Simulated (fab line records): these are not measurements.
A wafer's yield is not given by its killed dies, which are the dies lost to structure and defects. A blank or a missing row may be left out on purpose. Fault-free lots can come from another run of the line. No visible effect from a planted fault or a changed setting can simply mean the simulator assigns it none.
Problem report in the 8D (eight disciplines) form, filled by code ; flow sky130 ; the parts of the form that need people (team, actions taken, sign-off) are left out

## 1. WHAT WENT WRONG
Mean of stripTimeToEndpointS at SKY_RES_PROTECT_STRIP_07: 16.18 s across 6 wafers in 2 lots; on wafers with no fault it is 23.32 s (standard deviation 0.038). That is -99 or more standard deviations from the usual mean.
The step: strips in O2/N2.
Seen first at day 16 03:02 on plasmaAsher-02, wafer L277.1. Wafers with a number at this step in the record: 33, from 11 lots. Rule for "out", or "out of limits": more than 4 standard deviations from the usual mean. Any other wafer with a number is counted as sound.

## 2. WHAT IT IS, AND WHAT IT ISN'T
question;is;is not
which readings at this step;stripTimeToEndpointS, oesProductAu;drypumpMotorCurrentA, o2FlowSccm
which lots;L277, L279;L275, L286, L287, L288, L289, L290, L292, L293, L296
which wafers of those lots;all that have a number;-
read on which tools;plasmaAsher-02, plasmaAsher-04;plasmaAsher-03
when;from day 16 03:02;"up to then (3 sound wafers); but 24 sound wafers of L286, L287, L288, L289, L290, L292, L293, L296 came after"

## 3. WHAT RULES OUT EACH SUSPECT
Counting: a tool at any process step up to the reading remains a suspect when it ran all the lots that are out and ran no sound lot after the first of those.
- plasmaAsher-04 at SKY_PWDE_STRIP_09 (strips in O2/N2): ruled out as a lasting fault. Sound lots L287, L289, L290, L293 ran on it after its first lot that is out, L277 (day 4 14:57).
- lithoTrack-04 at SKY_RES_PROTECT_COAT_02 (resist thk 1140 nm): ruled out as a lasting fault. Sound lots L287, L288, L289, L290 ran on it after its first lot that is out, L277 (day 15 12:29).
Left after counting: nothing in the record.

## 4. THE CAUSE (what the simulator had put in)
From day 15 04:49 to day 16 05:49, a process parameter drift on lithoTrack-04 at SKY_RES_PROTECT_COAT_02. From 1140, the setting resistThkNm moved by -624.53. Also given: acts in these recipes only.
The count ruled it out by mistake, since the rule takes a fault to strike every lot its tool runs from the start of the fault on, and this one did not do so.

## 5. THE EFFECT CHAIN, in route order
Each row: a reading where the mean over the struck wafers with a number is more than 3 standard deviations away from the usual. Scope: only readings with a usual standard deviation given in the record; hours: median across lots of the time from each lot's start at the first step in this table that gives one to its start at this step; sigmas: change in usual standard deviations.
hours;step;reading;usual;on struck wafers;change;sigmas
0;SKY_RES_PROTECT_STRIP_07;oesProductAu;0.518 a.u.;0.426;-0.092;-19
0;SKY_RES_PROTECT_STRIP_07;stripTimeToEndpointS;23.32 s;16.18;-7.14;-99 or more
The process steps in it:
- SKY_RES_PROTECT_STRIP_07: strips in O2/N2.

## 6. WHAT WOULD HAVE CAUGHT IT SOONER
The fault began at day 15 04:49; the first out-of-limits reading in this record came at day 16 03:02, 22 hours later.
Of the tool readings at SKY_RES_PROTECT_COAT_02 for which the record gives a usual standard deviation, none was out on any struck wafer, so an alarm limit of 4 standard deviations on them would not have fired.
